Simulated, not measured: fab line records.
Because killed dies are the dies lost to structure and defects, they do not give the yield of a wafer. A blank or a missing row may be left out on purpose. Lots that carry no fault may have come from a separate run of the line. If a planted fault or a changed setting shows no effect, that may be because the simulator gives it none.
Struck lot and sound lot, side by side || flow sky130 || 16 steps out of a route of 708
Sound: these wafers, L770.1, L770.2, L770.4. Wafers L764.1, L764.3, L764.6 were the ones struck. The cause comes at the end.
Each step with rows lists, per side, the tool, then ch with its chambers, then its first start. Under that, the readings that differ: sound wafers || struck wafers || difference of the means || sigmas: that difference in standard deviations of wafers without a fault.
alike: readings whose means differ by less than 2 such deviations, and words and numbers that are the same on both sides. not compared: withheld readings, readings that some wafer has no value for, bounds like >300 that may hide the same value, and numbers for which the record gives no deviation and whose values overlap.
A row with sigmas, a row that says differs or no value, or rows on one side alone: a step with any of these is where the two part. Non-overlapping numbers with no deviation appear without sigmas and do not part them. A reading that every wafer of one side lacks parts them only if that side has two wafers or more.

SKY_VIA2_BOW_MEAS_03:
  sound on film_metro-03, day 40 03:58; struck on film_metro-04, day 38 14:56
  alike: VIA2_BOW
then, 8 steps without rows for these wafers: SKY_VIA2_DEHYDRATE_04 (time 60 s); SKY_VIA2_HMDS_05 (prime time 60 s); SKY_VIA2_COAT_06 (resist thk 60 nm); SKY_VIA2_COAT_07 (resist thk 450 nm); SKY_VIA2_SOFTBAKE_08 (time 90 s); SKY_VIA2_EXPOSE_09 (exposes mask VIM2, target cd 200 nm); SKY_VIA2_PEB_10; SKY_VIA2_DEVELOP_11 (develop time 60 s).
SKY_VIA2_CD_MEAS_12: target cd 200 nm.
  sound on cd_sem-02, day 41 03:55; struck on cd_sem-02, day 39 16:12
  alike: cd_nm
SKY_VIA2_OVL_MEAS_13:
  sound on overlay-01, day 41 04:02; struck on overlay-02, day 39 16:19
  alike: VIA2_OVL
SKY_VIA2_ETCH_14: etches BARC in N2/H2, stops on SiO2, time 45.9 s, target depth 60 nm.
  sound on rie_diel-01 ch 1,2,3, day 41 04:04; struck on rie_diel-04 ch 2,3, day 39 16:22
  alike: bias_w, drypump_motor_current_A, oes_product_au, throttle_valve_pct
  not compared: rf_hours_counter_h
SKY_VIA2_ETCH_15: etches SiO2 in C4F8/O2/Ar, stops on TiN, target depth 546 nm, time 84 s.
  sound on rie_diel-01 ch 1,2,3, day 41 04:07; struck on rie_diel-04 ch 2,3, day 39 16:24
{"reading": "bias_w (W)", "sound": "1196 1188 1202", "struck": "1793 1791 1793", "difference": "+597", "sigmas": "+99 or more"}
{"reading": "model.KrF-thick_of_VIA2_COAT_07.thk_nm (nm)", "sound": "280 283.7 281.5", "struck": "267.8 267.6 268.2", "difference": -13.9, "sigmas": ""}
{"reading": "model.VIA2.feature_depth_nm (nm)", "sound": "495.2 495.3 495.5", "struck": "498.1 498.4 497.2", "difference": "+2.6", "sigmas": ""}
{"reading": "model.TiN_of_METAL2_SPUTTER_04.thk_nm (nm)", "sound": "69.01 68.67 69.19", "struck": "66.15 67 66.43", "difference": -2.43, "sigmas": ""}
  alike: oes_product_au
  not compared: rf_hours_counter_h
SKY_VIA2_STRIP_16: strips in O2/N2.
  sound on plasma_asher-01 ch 0,1, day 41 04:11; struck on plasma_asher-02 ch 0,1, day 39 16:28
{"reading": "strip_time_to_endpoint_s (s)", "sound": "4.021 4.039 4.045", "struck": "3.877 3.877 3.875", "difference": -0.159, "sigmas": -8}
  alike: drypump_motor_current_A, oes_product_au
  not compared: rf_hours_counter_h
then, 1 step without rows for these wafers: SKY_VIA2_STRIP_17 (strips in post etch residue remover, time 1200 s).
-- the record jumps here: 9 days lie between the struck wafers' starts before and after (it left off in module VIA2 and takes up again in module PAD_OPEN, whose first step shown is number 708 of the route) --
SKY_PAD_OPEN_PROBE_99:
  sound on prober-02, day 49 11:55; struck on prober-02, day 48 11:37
  alike: defect_limited_yield, killed_at_M0_to_M3, killed_at_M4_up, killed_at_contacts, killed_at_front_end, killed_at_other, killed_dies, killed_open, killed_short, sort_bin_3_pad_short, sort_bin_5_function, sort_bin_6_memory, sort_n_pass, sort_yield_pct

== WHERE THEY PART ==
First at SKY_VIA2_ETCH_15; last, within this record, at SKY_VIA2_STRIP_16. Later steps at which nothing parts them and some readings are alike: SKY_PAD_OPEN_PROBE_99.

WHY: whatever the simulator had introduced
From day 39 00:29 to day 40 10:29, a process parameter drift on rie_diel-04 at SKY_VIA2_ETCH_15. A move of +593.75 in setting bias_w, from 1200. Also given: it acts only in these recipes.
